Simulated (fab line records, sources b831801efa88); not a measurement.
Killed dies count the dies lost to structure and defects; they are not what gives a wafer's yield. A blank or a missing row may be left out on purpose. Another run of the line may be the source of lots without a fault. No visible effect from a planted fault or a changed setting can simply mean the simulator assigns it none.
fab line records	flow sky130
record lots=11	wafers=33	lastDay=50
route steps=708 shown LI_CONTACT@376 LOCAL_INTERCONNECT@387 PAD_OPEN@708
lots with no fault: from the same line, run without faults
startH: hours from the record's opening day to when the first of the lot's shown wafers began	waitH: time in hours since the lot's previous step	" identical to the entry in the row above	L1.1+2: a row that stands for several wafers	- no value present, or no start provided	* or withheld: withheld	< > ~ a bound
route shown NAME@n: a module of which the file shows steps, and the number in the route of the first	usual: mean/standard deviation of fault-free wafers	same: alike in all rows	chamber/n: place in a boat	sites: the reading at each site	_std_site: standard deviation across them	_edge_site: inner sites' mean taken away from outer sites' mean	radiusMm: how far each site lies from the wafer's centre	mask NAME#n: copy n	behind: the last tool/chamber to shape the wafer	hold: the reason the lot was held/the length of the hold in hours/how it ended	device: names the non-switching transistor (n, p or np)	end of line: tests of these same wafers at the route's end	a step without rows: its recipe alone	killed: the dies lost at the first sort to structure and to defects; this is not the yield of the wafer	map: shows each die of a wafer: x if killed, . if not, _ if none is there
set.NAME: the setting as run; set.NAME@STEP: as run at that earlier step	model.NAME: the simulator's own value behind a step, which no gauge read
steps of the route over a sample of lots; a table a step, a row a wafer
services: the hour from which a tool's chamber was out of use, counted from the record's first day as startH (under 0 if before that day), plus the number of hours and why
## steps
# step SKY_LI_CONTACT_ETCH_14
# recipe chemistry=N2/H2	target=BARC	ionEnergyEv=200	sourceW=500	biasW=100	pressureMtorr=30	n2FlowSccm=100	h2FlowSccm=200	stopOn=SiO2	timeS=45.9	targetDepthA=600
# usual biasW=100.06/0.3	chamberPressureMTorr=30.003/0.028	drypumpMotorCurrentA=5.67/0.29	h2FlowSccm=200.0/0.63	oesProductAu=0.854/0.0049	rfFwdPowerW=494.9/1.8	throttleValvePct=13.223/0.01
lot.wafer	tool	chamber	startH	waitH	biasW	chamberPressureMTorr	drypumpMotorCurrentA	h2FlowSccm	oesProductAu	rfFwdPowerW	rfHoursCounterH	throttleValvePct
L245.2	rieDiel-03	3	673.00	0.0	99.93	30.022	5.77	200.4	0.861	497.2	10	13.220
L245.4	"	3	"	"	99.83	29.979	5.77	200.2	0.853	493.3	-	13.238
L245.6	"	2	"	"	99.79	30.034	5.74	199.3	0.850	495.1	-	13.221
L246.1	rieDiel-03	0	684.32	0.0	100.91	30.038	6.01	200.3	0.857	497.3	0	13.235
L246.2	"	1	"	"	99.77	29.972	5.48	198.7	0.854	496.0	4	13.225
L246.3	"	2	"	"	99.47	30.084	5.75	200.7	0.854	494.9	2	13.219
L247.1	rieDiel-01	2	692.33	0.0	100.48	30.011	5.57	200.0	0.856	495.4	6	13.229
L247.2	"	3	"	"	99.89	30.045	5.47	200.0	0.860	492.8	15	13.206
L247.4	"	0	"	"	99.86	30.001	5.29	200.0	0.846	495.1	11	13.221
L248.1	rieDiel-03	2	719.95	0.0	99.77	30.022	5.76	200.2	0.851	496.4	2	13.227
L248.4	"	0	"	"	99.85	29.954	5.98	199.7	0.861	489.4	1	13.246
L248.6	"	3	"	"	99.76	30.041	5.77	201.6	0.861	496.7	-	13.206
L259.2	rieDiel-01	3	791.72	0.0	99.76	30.054	5.46	199.5	0.865	494.8	18	13.224
L259.3	"	1	"	"	100.02	29.965	5.54	200.8	0.860	494.6	15	13.212
L259.6	"	0	"	"	99.83	30.013	5.32	200.1	0.851	501.5	-	13.242
L260.4	rieDiel-02	3	795.85	0.0	100.65	29.970	5.55	199.9	0.848	495.4	20	13.243
L260.5	"	0	"	"	99.54	30.003	5.49	199.5	0.845	492.5	-	13.200
L260.6	"	1	"	"	100.77	29.982	5.49	199.3	0.857	495.1	-	13.223
L261.1	rieDiel-02	0	807.58	0.0	100.29	29.957	5.49	198.5	0.858	493.1	22	13.230
L261.3	"	2	"	"	100.53	29.973	6.53	200.1	0.853	494.2	13	13.221
L261.6	"	2	"	"	100.07	29.990	6.56	199.2	0.856	493.9	-	13.222
L264.1	rieDiel-03	0	825.15	0.0	100.61	29.968	6.05	199.0	0.851	493.5	3	13.219
L264.2	"	1	"	"	99.81	30.028	5.49	200.0	0.856	497.3	7	13.214
L264.4	"	3	"	"	99.49	30.055	5.76	200.2	0.853	494.7	13	13.222
L263.1	rieDiel-01	2	835.15	0.0	99.61	30.025	5.60	200.0	0.859	493.2	11	13.229
L263.4	"	3	"	"	99.55	29.981	5.48	200.6	0.852	495.9	-	13.230
L263.5	"	2	"	"	100.19	30.001	5.59	199.1	0.850	491.1	-	13.218
L267.1	rieDiel-03	1	852.95	0.0	100.07	30.013	5.49	199.6	0.854	494.6	8	13.223
L267.4	"	2	"	"	100.06	30.034	5.73	199.5	0.854	493.7	5	13.228
L267.5	"	3	"	"	99.52	30.034	5.76	199.4	0.855	498.4	-	13.214
L266.2	rieDiel-02	0	853.19	0.0	99.81	30.031	5.48	201.2	0.860	494.9	23	13.235
L266.5	"	3	"	"	99.99	29.966	5.54	200.7	0.861	494.4	-	13.219
L266.6	"	2	"	"	100.31	30.067	6.53	199.1	0.855	493.6	-	13.227
# step SKY_LI_CONTACT_ETCH_15
# recipe target=PSG	chemistry=C4F8/O2/Ar	stopOn=Si	taperDeg=4.15	maskMaterial=KrF-thick	sourceW=1500	biasW=1200	pressureMtorr=40	c4f8FlowSccm=withheld	O2_flow_sccm=6	Ar_flow_sccm=300	timeS=withheld	targetDepthA=6000
# usual biasW=1200/3.5	chamberPressureMTorr=40.00/0.034	oesProductAu=0.837/0.0045	rfFwdPowerW=1492/5
lot.wafer	tool	chamber	startH	waitH	biasW	chamberPressureMTorr	oesProductAu	rfFwdPowerW
L245.2	rieDiel-03	3	673.05	0.0	1199	39.97	0.841	1488
L245.4	"	3	"	"	1199	39.97	0.842	1487
L245.6	"	2	"	"	1207	40.03	0.840	1493
L246.1	rieDiel-03	0	684.36	0.0	-	-	-	-
L246.2	"	1	"	"	-	-	-	-
L246.3	"	2	"	"	-	-	-	-
L247.1	rieDiel-01	2	692.37	0.0	-	-	-	-
L247.2	"	3	"	"	-	-	-	-
L247.4	"	0	"	"	-	-	-	-
L248.1	rieDiel-03	2	720.00	0.0	-	-	-	-
L248.4	"	0	"	"	-	-	-	-
L248.6	"	3	"	"	-	-	-	-
L259.2	rieDiel-01	3	791.76	0.0	1204	40.03	0.834	1488
L259.3	"	1	"	"	1200	40.03	0.842	1492
L259.6	"	0	"	"	1205	39.98	0.842	1500
L260.4	rieDiel-02	3	795.90	0.0	1206	40.04	0.836	1494
L260.5	"	0	"	"	1197	40.01	0.831	1486
L260.6	"	1	"	"	1203	40.01	0.830	1484
L261.1	rieDiel-02	0	807.62	0.0	1205	40.00	0.841	1489
L261.3	"	2	"	"	1198	40.05	0.842	1501
L261.6	"	2	"	"	1196	39.96	0.839	1497
L264.1	rieDiel-03	0	825.20	0.0	1199	39.97	0.840	1488
L264.2	"	1	"	"	1205	40.01	0.832	1488
L264.4	"	3	"	"	1201	40.00	0.828	1491
L263.1	rieDiel-01	2	835.20	0.0	1195	39.99	0.833	1495
L263.4	"	3	"	"	1196	40.00	0.833	1496
L263.5	"	2	"	"	1195	40.02	0.838	1496
L267.1	rieDiel-03	1	853.00	0.0	1198	39.98	0.843	1494
L267.4	"	2	"	"	1195	39.97	0.832	1492
L267.5	"	3	"	"	1202	39.92	0.829	1496
L266.2	rieDiel-02	0	853.24	0.0	1201	40.02	0.828	1495
L266.5	"	3	"	"	1196	39.89	0.836	1499
L266.6	"	2	"	"	1199	40.00	0.834	1493
# step SKY_LI_CONTACT_STRIP_16
# recipe chemistry=O2/N2	powerW=1400	pressureMtorr=1500	platenTempC=withheld	o2FlowSccm=3000	n2FlowSccm=300	overashFraction=0.5
# usual drypumpMotorCurrentA=5.3/0.37	oesProductAu=0.377/0.0047	stripTimeToEndpointS=3.51/0.033
lot.wafer	tool	chamber	startH	waitH	drypumpMotorCurrentA	oesProductAu	rfHoursCounterH	stripTimeToEndpointS
L245.2	plasmaAsher-04	0	673.13	-	4.7	0.376	24	3.48
L245.4	"	0	"	"	4.7	0.370	-	3.47
L245.6	"	1	"	"	5.8	0.379	-	3.52
L246.1	plasmaAsher-04	1	684.45	-	5.8	0.452	25	5.23
L246.2	"	0	"	"	4.7	0.452	25	5.19
L246.3	"	1	"	"	5.8	0.434	-	5.21
L247.1	plasmaAsher-04	0	692.45	-	4.7	0.446	26	5.20
L247.2	"	1	"	"	5.8	0.448	26	5.19
L247.4	"	0	"	"	4.7	0.446	-	5.22
L248.1	plasmaAsher-04	0	720.08	-	4.7	0.447	29	5.23
L248.4	"	1	"	"	5.8	0.446	-	5.22
L248.6	"	1	"	"	5.8	0.445	-	5.22
L259.2	plasmaAsher-01	0	791.85	-	5.7	0.376	102	3.49
L259.3	"	1	"	"	5.0	0.376	-	3.51
L259.6	"	1	"	"	5.0	0.378	-	3.44
L260.4	plasmaAsher-01	1	796.02	-	5.0	0.369	-	3.52
L260.5	"	1	"	"	5.0	0.378	-	3.51
L260.6	"	0	"	"	5.7	0.370	-	3.42
L261.1	plasmaAsher-03	1	807.70	-	5.3	0.376	6	3.52
L261.3	"	0	"	"	5.4	0.374	-	3.51
L261.6	"	1	"	"	5.3	0.379	-	3.52
L264.1	plasmaAsher-04	0	825.28	-	4.7	0.379	39	3.55
L264.2	"	1	"	"	5.8	0.378	39	3.54
L264.4	"	0	"	"	4.7	0.379	-	3.51
L263.1	plasmaAsher-01	0	835.28	-	5.7	0.372	106	3.45
L263.4	"	1	"	"	5.0	0.374	-	3.55
L263.5	"	1	"	"	5.0	0.376	-	3.45
L267.1	plasmaAsher-04	0	853.08	-	4.7	0.375	41	3.53
L267.4	"	1	"	"	5.8	0.376	-	3.50
L267.5	"	1	"	"	5.8	0.371	-	3.49
L266.2	plasmaAsher-03	1	853.32	-	5.3	0.384	11	3.56
L266.5	"	1	"	"	5.4	0.377	-	3.56
L266.6	"	0	"	"	5.4	0.379	-	3.57
# step SKY_LI_CONTACT_SPUTTER_20
# recipe material=TiN	targetThkNm=20	chamberPressurePa=5	powerW=4000	timeS=80
# usual throttleValvePct=29.9/1.1
lot.wafer	tool	chamber	startH	waitH	throttleValvePct
L245.2	pvdSputter-04	-	673.50	0.0	30.1
L245.4	"	-	"	"	30.6
L245.6	"	-	"	"	29.6
L246.1	pvdSputter-01	-	684.82	0.0	29.0
L246.2	"	-	"	"	28.9
L246.3	"	-	"	"	29.9
L247.1	pvdSputter-04	-	693.00	0.0	29.5
L247.2	"	-	"	"	30.0
L247.4	"	-	"	"	32.1
L248.1	pvdSputter-04	-	720.45	0.0	30.3
L248.4	"	-	"	"	29.4
L248.6	"	-	"	"	31.9
L259.2	pvdSputter-02	-	792.23	0.0	29.6
L259.3	"	-	"	"	29.1
L259.6	"	-	"	"	29.7
L260.4	pvdSputter-01	-	796.35	0.0	28.5
L260.5	"	-	"	"	29.0
L260.6	"	-	"	"	28.7
L261.1	pvdSputter-02	-	808.07	0.0	28.7
L261.3	"	-	"	"	31.7
L261.6	"	-	"	"	31.7
L264.1	pvdSputter-02	-	825.67	0.0	28.9
L264.2	"	-	"	"	30.1
L264.4	"	-	"	"	28.8
L263.1	pvdSputter-04	-	835.65	0.0	32.0
L263.4	"	-	"	"	29.9
L263.5	"	-	"	"	32.1
L267.1	pvdSputter-04	-	853.45	0.0	30.0
L267.4	"	-	"	"	31.9
L267.5	"	-	"	"	31.9
L266.2	pvdSputter-01	-	853.69	0.0	29.0
L266.5	"	-	"	"	29.2
L266.6	"	-	"	"	28.7
# step SKY_LOCAL_INTERCONNECT_SPUTTER_00
# recipe material=TiN	targetThkNm=100	tempC=300	powerW=6500	timeS=83.3	chamberPressurePa=0.4
# usual throttleValvePct=29.5/0.72
lot.wafer	tool	chamber	startH	waitH	throttleValvePct
L245.2	pvdSputter-02	-	674.17	0.2	31.4
L245.4	"	-	"	"	29.8
L245.6	"	-	"	"	29.0
L259.2	pvdSputter-01	-	792.90	0.1	29.0
L259.3	"	-	"	"	30.4
L259.6	"	-	"	"	30.2
L260.4	pvdSputter-03	-	797.02	0.1	30.0
L260.5	"	-	"	"	29.3
L260.6	"	-	"	"	29.5
L261.1	pvdSputter-01	-	808.74	0.1	28.9
L261.3	"	-	"	"	28.2
L261.6	"	-	"	"	28.8
L264.1	pvdSputter-03	-	826.34	0.2	29.2
L264.2	"	-	"	"	29.1
L264.4	"	-	"	"	29.3
L263.1	pvdSputter-03	-	836.48	0.2	29.4
L263.4	"	-	"	"	29.4
L263.5	"	-	"	"	29.4
L267.1	pvdSputter-02	-	854.12	0.1	31.5
L267.4	"	-	"	"	31.5
L267.5	"	-	"	"	29.0
L266.2	pvdSputter-01	-	854.48	0.2	29.1
L266.5	"	-	"	"	28.7
L266.6	"	-	"	"	28.3
# step SKY_PAD_OPEN_PROBE_99
# usual killed_at_M0_to_M3=44/6.9	killed_at_M4_up=3.0/1.5	killedAtContacts=24/5.2	killedAtFrontEnd=15/4.1	killedAtOther=0.4/0.62	killedDies=87/9.6	killedOnRim=17/3.8	killedOpen=47/7	killedShort=40/6.2
# same grossDies=492	killedAtBackSide=0
lot.wafer	tool	chamber	startH	waitH	killed_at_M0_to_M3	killed_at_M4_up	killedAtContacts	killedAtFrontEnd	killedAtOther	killedDies	killedOnRim	killedOpen	killedShort
L245.2	prober-02	-	1069.67	0.1	51	7	24	19	3	104	14	51	49
L245.4	prober-02	-	1069.77	0.2	43	4	20	11	1	79	13	40	38
L245.6	prober-02	-	1069.87	0.2	45	5	24	21	1	96	22	47	47
L246.1	prober-01	-	1078.03	0.1	43	3	432	13	1	492	96	45	39
L246.2	prober-01	-	1078.08	0.1	47	2	432	11	0	492	96	54	29
L246.3	prober-01	-	1078.13	0.2	55	3	423	11	0	492	96	58	34
L247.1	prober-02	-	1083.59	0.1	51	1	428	12	0	492	96	50	38
L247.2	prober-02	-	1083.64	0.1	29	4	441	18	0	492	96	39	36
L247.4	prober-02	-	1083.74	0.2	35	2	438	16	1	492	96	48	28
L248.1	prober-01	-	1103.57	0.1	40	3	433	15	1	492	96	47	34
L248.4	prober-01	-	1103.72	0.2	39	1	437	14	1	492	96	46	29
L248.6	prober-01	-	1103.82	0.2	45	6	420	20	1	492	96	53	36
L259.2	prober-02	-	1155.52	0.1	52	3	30	10	1	96	21	52	43
L259.3	prober-02	-	1155.57	0.2	31	2	29	18	0	80	13	43	37
L259.6	prober-02	-	1155.72	0.2	45	5	28	11	0	89	19	52	37
L260.4	prober-01	-	1160.27	0.2	44	2	25	16	1	88	19	54	33
L260.5	prober-01	-	1160.32	0.2	57	3	28	10	0	98	19	56	42
L260.6	prober-01	-	1160.37	0.2	40	6	21	10	1	78	11	39	39
L261.1	prober-01	-	1166.91	0.1	50	5	31	17	1	104	24	62	42
L261.3	prober-01	-	1167.01	0.2	62	2	16	15	0	95	21	55	40
L261.6	prober-01	-	1167.16	0.2	42	3	25	14	0	84	24	52	32
L264.1	prober-02	-	1177.34	0.1	39	3	25	9	0	76	16	38	37
L264.2	prober-02	-	1177.39	0.1	52	2	30	9	0	93	20	48	44
L264.4	prober-02	-	1177.49	0.2	45	6	27	11	0	89	14	35	53
L263.1	prober-01	-	1182.45	0.1	44	4	20	16	2	86	21	47	39
L263.4	prober-01	-	1182.60	0.2	47	3	17	10	1	78	14	41	37
L263.5	prober-01	-	1182.65	0.2	38	4	25	18	0	85	16	39	44
L267.1	prober-01	-	1196.14	0.1	41	6	31	16	3	97	24	49	48
L267.4	prober-01	-	1196.29	0.2	55	1	24	18	1	99	21	50	48
L267.5	prober-01	-	1196.34	0.2	45	2	21	17	0	85	15	47	38
L266.2	prober-02	-	1197.04	0.1	45	4	32	20	0	101	19	51	50
L266.5	prober-02	-	1197.19	0.2	34	3	22	18	0	77	14	43	34
L266.6	prober-02	-	1197.24	0.2	46	3	27	21	1	98	18	53	45
# killed by level:class
L245.2 VIA1:geometricParticle:open=18 LOCAL_INTERCONNECT:geometricParticle:short=7 CONTACT:geometricParticle:open=7 METAL3:geometricParticle:short=7 FIELD_ISO:geometricParticle:open=6 VIA2:geometricParticle:open=6 METAL4:geometricParticle:short=5 FIELD_ISO:geometricParticle:short=4
L245.4 VIA1:geometricParticle:open=19 CONTACT:geometricParticle:short=6 FIELD_ISO:geometricParticle:open=5 CONTACT:geometricParticle:open=5 METAL1:geometricParticle:short=5 METAL2:geometricParticle:short=5 VIA2:geometricParticle:short=5 FIELD_ISO:geometricParticle:short=4
L245.6 CONTACT:geometricParticle:open=10 VIA3:geometricParticle:open=9 METAL2:geometricParticle:short=8 VIA1:geometricParticle:open=8 FIELD_ISO:geometricParticle:short=6 VIA2:geometricParticle:open=6 LI_CONTACT:geometricParticle:open=5 VIA1:geometricParticle:short=5
L246.1 LI_CONTACT:areaEtch=408 VIA2:geometricParticle:open=10 CONTACT:geometricParticle:open=8 METAL2:geometricParticle:short=6 LI_CONTACT:geometricParticle:open=6 VIA1:geometricParticle:open=6 FIELD_ISO:geometricParticle:open=5 LOCAL_INTERCONNECT:geometricParticle:short=5
L246.2 LI_CONTACT:areaEtch=409 VIA2:geometricParticle:open=10 VIA1:geometricParticle:open=10 LI_CONTACT:geometricParticle:open=9 CONTACT:geometricParticle:open=8 METAL2:geometricParticle:short=5 FIELD_ISO:geometricParticle:open=4 METAL1:geometricParticle:short=4
L246.3 LI_CONTACT:areaEtch=400 LI_CONTACT:geometricParticle:open=12 VIA2:geometricParticle:open=11 VIA1:geometricParticle:open=10 VIA3:geometricParticle:open=9 VIA2:geometricParticle:short=7 CONTACT:geometricParticle:open=5 METAL2:geometricParticle:short=5
L247.1 LI_CONTACT:areaEtch=404 VIA1:geometricParticle:open=9 VIA2:geometricParticle:open=9 LI_CONTACT:geometricParticle:open=8 LOCAL_INTERCONNECT:geometricParticle:short=8 VIA1:geometricParticle:short=8 CONTACT:geometricParticle:open=7 METAL2:geometricParticle:short=5
L247.2 LI_CONTACT:areaEtch=417 LI_CONTACT:geometricParticle:open=9 CONTACT:geometricParticle:open=7 FIELD_ISO:geometricParticle:open=5 VIA1:geometricParticle:open=5 METAL4:geometricParticle:short=4 FIELD_ISO:geometricParticle:short=4 POLY_GATE:geometricParticle:open=4
L247.4 LI_CONTACT:areaEtch=414 LI_CONTACT:geometricParticle:open=10 VIA2:geometricParticle:open=7 CONTACT:geometricParticle:open=7 VIA1:geometricParticle:open=6 LOCAL_INTERCONNECT:geometricParticle:short=5 FIELD_ISO:geometricParticle:short=4 FIELD_ISO:geometricParticle:open=4
L248.1 LI_CONTACT:areaEtch=410 VIA1:geometricParticle:open=9 LI_CONTACT:geometricParticle:open=7 VIA3:geometricParticle:open=7 VIA2:geometricParticle:open=6 FIELD_ISO:geometricParticle:open=5 LI_CONTACT:geometricParticle:short=4 LOCAL_INTERCONNECT:geometricParticle:short=4
L248.4 LI_CONTACT:areaEtch=417 VIA1:geometricParticle:open=8 VIA2:geometricParticle:open=8 LI_CONTACT:geometricParticle:open=7 FIELD_ISO:geometricParticle:open=6 CONTACT:geometricParticle:short=6 POLY_GATE:geometricParticle:open=5 VIA3:geometricParticle:open=5
L248.6 LI_CONTACT:areaEtch=400 VIA1:geometricParticle:open=14 FIELD_ISO:geometricParticle:open=8 LI_CONTACT:geometricParticle:open=8 VIA2:geometricParticle:open=7 CONTACT:geometricParticle:open=7 METAL4:geometricParticle:short=6 VIA3:geometricParticle:short=5
L259.2 METAL1:geometricParticle:short=10 VIA3:geometricParticle:open=9 LI_CONTACT:geometricParticle:open=9 CONTACT:geometricParticle:open=9 VIA1:geometricParticle:open=8 VIA1:geometricParticle:short=6 VIA2:geometricParticle:open=5 LI_CONTACT:geometricParticle:short=4
L259.3 CONTACT:geometricParticle:open=12 VIA1:geometricParticle:open=10 METAL1:geometricParticle:short=8 LI_CONTACT:geometricParticle:short=6 POLY_GATE:geometricParticle:open=5 METAL2:geometricParticle:short=5 FIELD_ISO:geometricParticle:short=4 FIELD_ISO:geometricParticle:open=4
L259.6 CONTACT:geometricParticle:open=11 LI_CONTACT:geometricParticle:open=9 VIA1:geometricParticle:open=9 METAL1:geometricParticle:short=8 METAL1:geometricParticle:open=6 CONTACT:geometricParticle:short=5 METAL2:geometricParticle:short=5 VIA2:geometricParticle:open=5
L260.4 VIA1:geometricParticle:open=14 CONTACT:geometricParticle:open=12 CONTACT:geometricParticle:short=6 VIA2:geometricParticle:open=6 METAL2:geometricParticle:short=5 VIA3:geometricParticle:open=5 SPACER:geometricParticle:open=4 VIA1:geometricParticle:short=4
L260.5 VIA1:geometricParticle:open=14 VIA3:geometricParticle:open=12 CONTACT:geometricParticle:short=9 CONTACT:geometricParticle:open=9 VIA3:geometricParticle:short=7 METAL2:geometricParticle:short=6 METAL1:geometricParticle:short=5 VIA2:geometricParticle:open=5
L260.6 VIA1:geometricParticle:open=8 LI_CONTACT:geometricParticle:open=7 CONTACT:geometricParticle:short=6 METAL2:geometricParticle:short=6 VIA3:geometricParticle:short=6 VIA3:geometricParticle:open=6 METAL4:geometricParticle:short=5 FIELD_ISO:geometricParticle:short=4
L261.1 CONTACT:geometricParticle:open=13 VIA2:geometricParticle:open=10 VIA1:geometricParticle:open=10 VIA3:geometricParticle:open=8 LI_CONTACT:geometricParticle:open=6 FIELD_ISO:geometricParticle:open=5 FIELD_ISO:geometricParticle:short=5 METAL2:geometricParticle:short=5
L261.3 VIA1:geometricParticle:open=13 VIA2:geometricParticle:open=11 VIA1:geometricParticle:short=10 VIA3:geometricParticle:open=9 METAL2:geometricParticle:short=8 METAL1:geometricParticle:short=7 POLY_GATE:geometricParticle:open=5 CONTACT:geometricParticle:open=4
L261.6 CONTACT:geometricParticle:open=12 VIA1:geometricParticle:open=10 VIA2:geometricParticle:open=8 CONTACT:geometricParticle:short=6 METAL1:geometricParticle:short=5 VIA3:geometricParticle:open=5 FIELD_ISO:geometricParticle:open=4 POLY_GATE:geometricParticle:open=3
L264.1 VIA1:geometricParticle:open=11 CONTACT:geometricParticle:open=9 METAL2:geometricParticle:short=8 LI_CONTACT:geometricParticle:open=6 CONTACT:geometricParticle:short=6 VIA3:geometricParticle:short=4 VIA1:geometricParticle:short=4 VIA3:geometricParticle:open=4
L264.2 CONTACT:geometricParticle:open=10 VIA2:geometricParticle:open=10 CONTACT:geometricParticle:short=9 VIA1:geometricParticle:open=8 VIA3:geometricParticle:open=7 LI_CONTACT:geometricParticle:open=6 METAL3:geometricParticle:short=6 VIA1:geometricParticle:short=5
L264.4 CONTACT:geometricParticle:open=9 VIA1:geometricParticle:open=9 CONTACT:geometricParticle:short=8 METAL1:geometricParticle:short=8 METAL2:geometricParticle:short=7 LOCAL_INTERCONNECT:geometricParticle:short=6 VIA2:geometricParticle:open=5 FIELD_ISO:geometricParticle:short=4
L263.1 VIA3:geometricParticle:open=11 LI_CONTACT:geometricParticle:open=8 CONTACT:geometricParticle:open=7 VIA1:geometricParticle:open=7 FIELD_ISO:geometricParticle:short=5 POLY_GATE:geometricParticle:short=4 VIA1:geometricParticle:short=4 VIA2:geometricParticle:short=4
L263.4 VIA3:geometricParticle:open=9 VIA2:geometricParticle:open=9 CONTACT:geometricParticle:open=8 METAL1:geometricParticle:short=7 LOCAL_INTERCONNECT:geometricParticle:short=4 VIA1:geometricParticle:short=4 VIA3:geometricParticle:short=4 FIELD_ISO:geometricParticle:open=3
L263.5 CONTACT:geometricParticle:open=8 METAL1:geometricParticle:short=8 LI_CONTACT:geometricParticle:open=7 CONTACT:geometricParticle:short=6 VIA1:geometricParticle:open=6 POLY_GATE:geometricParticle:short=5 VIA3:geometricParticle:open=5 POLY_GATE:geometricParticle:open=4
L267.1 VIA1:geometricParticle:open=10 LOCAL_INTERCONNECT:geometricParticle:short=9 LI_CONTACT:geometricParticle:open=8 FIELD_ISO:geometricParticle:short=7 CONTACT:geometricParticle:open=7 VIA3:geometricParticle:open=7 METAL1:geometricParticle:short=5 VIA1:geometricParticle:short=5
L267.4 VIA1:geometricParticle:open=10 VIA2:geometricParticle:open=9 LOCAL_INTERCONNECT:geometricParticle:short=8 CONTACT:geometricParticle:open=8 METAL2:geometricParticle:short=7 VIA3:geometricParticle:open=7 METAL3:geometricParticle:short=6 FIELD_ISO:geometricParticle:open=5
L267.5 VIA3:geometricParticle:open=10 VIA1:geometricParticle:open=9 METAL1:geometricParticle:short=9 CONTACT:geometricParticle:open=8 LI_CONTACT:geometricParticle:open=7 VIA2:geometricParticle:short=6 FIELD_ISO:geometricParticle:open=4 POLY_GATE:geometricParticle:short=4
L266.2 METAL2:geometricParticle:short=10 FIELD_ISO:geometricParticle:open=9 LI_CONTACT:geometricParticle:open=9 CONTACT:geometricParticle:open=9 LOCAL_INTERCONNECT:geometricParticle:short=8 VIA3:geometricParticle:open=8 METAL1:geometricParticle:short=6 VIA1:geometricParticle:open=6
L266.5 CONTACT:geometricParticle:open=9 VIA1:geometricParticle:open=7 FIELD_ISO:geometricParticle:short=6 VIA2:geometricParticle:open=6 VIA3:geometricParticle:open=6 METAL1:geometricParticle:short=4 LOCAL_INTERCONNECT:geometricParticle:short=4 CONTACT:geometricParticle:short=4
L266.6 VIA1:geometricParticle:open=16 LI_CONTACT:geometricParticle:open=8 CONTACT:geometricParticle:open=7 FIELD_ISO:geometricParticle:short=6 VIA1:geometricParticle:short=6 VIA3:geometricParticle:open=6 CONTACT:geometricParticle:short=5 VIA2:geometricParticle:open=5
## services
tool	chamber	startH	hours	kind
rieDiel-03	0	663.12	-	clean
rieDiel-03	0	663.12	20.4	scheduledDown
rieDiel-03	0	663.12	20.4	ventCycle
pvdSputter-03	-	670.22	4.5	repair
pvdSputter-04	-	694.70	0.5	repair
pvdSputter-03	-	696.46	5.1	repair
pvdSputter-02	-	707.10	13.6	repair
pvdSputter-03	-	708.75	5.9	repair
rieDiel-02	3	711.23	24.4	repair
plasmaAsher-04	-	729.30	8.3	repair
plasmaAsher-03	-	733.75	9.0	pm
rieDiel-03	3	750.12	13.1	repair
rieDiel-02	2	751.56	2.4	repair
pvdSputter-03	-	766.60	3.1	repair
rieDiel-03	2	769.49	6.9	repair
rieDiel-02	-	771.30	14.6	pm
rieDiel-03	-	793.43	4.3	pm
rieDiel-01	-	794.66	0.3	repair
rieDiel-01	0	804.37	5.6	repair
rieDiel-03	-	808.04	0.5	repair
plasmaAsher-01	-	819.21	1.2	repair
plasmaAsher-01	-	822.79	4.0	pm
pvdSputter-01	3	829.43	-	consumableReplace:kit
rieDiel-01	0	831.12	6.0	repair
## key
firstSign step=SKY_LI_CONTACT_ETCH_15	reading=toolRecord	direction=missing
effect step=SKY_LI_CONTACT_STRIP_16	reading=stripTimeToEndpointS	direction=up	sigmas=52	usual=*	struck=*
effect step=SKY_PAD_OPEN_PROBE_99	reading=killedAtContacts	direction=up	sigmas=78	usual=24	struck=432
moreKillsBornAt SKY_LI_CONTACT_ETCH_15@rieDiel-03=2444	SKY_LI_CONTACT_ETCH_15@rieDiel-01=1235
metAt SKY_LI_CONTACT_ETCH_15
struckLots L246,L247,L248
laterRowsLeftOut L246.1,L246.2,L246.3,L247.1,L247.2,L247.4,L248.1,L248.4,L248.6
testerLeftOut L246,L247,L248
notActingAt SKY_LI_CONTACT_ETCH_14,SKY_LI_CONTACT_SPUTTER_20,SKY_LOCAL_INTERCONNECT_SPUTTER_00
onsetBetween 673.05 684.36
fault kind=skippedStepWhole	tool=rieDiel-01,rieDiel-03	chamber=-	onsetH=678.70	steps=SKY_LI_CONTACT_ETCH_15	scope=struckLotsOnly
# testerLeftOut: of these lots the tester's yield and bins aren't shown, on N5 and GAA mostly nor the transistor test; their killed dies are dies lost to structure and defects alone, not to doping, threshold or leakage, so they don't give the yield
# laterRowsLeftOut: the simulator's readings of these wafers behind a module that went badly wrong aren't trusted and aren't shown, but for the sort
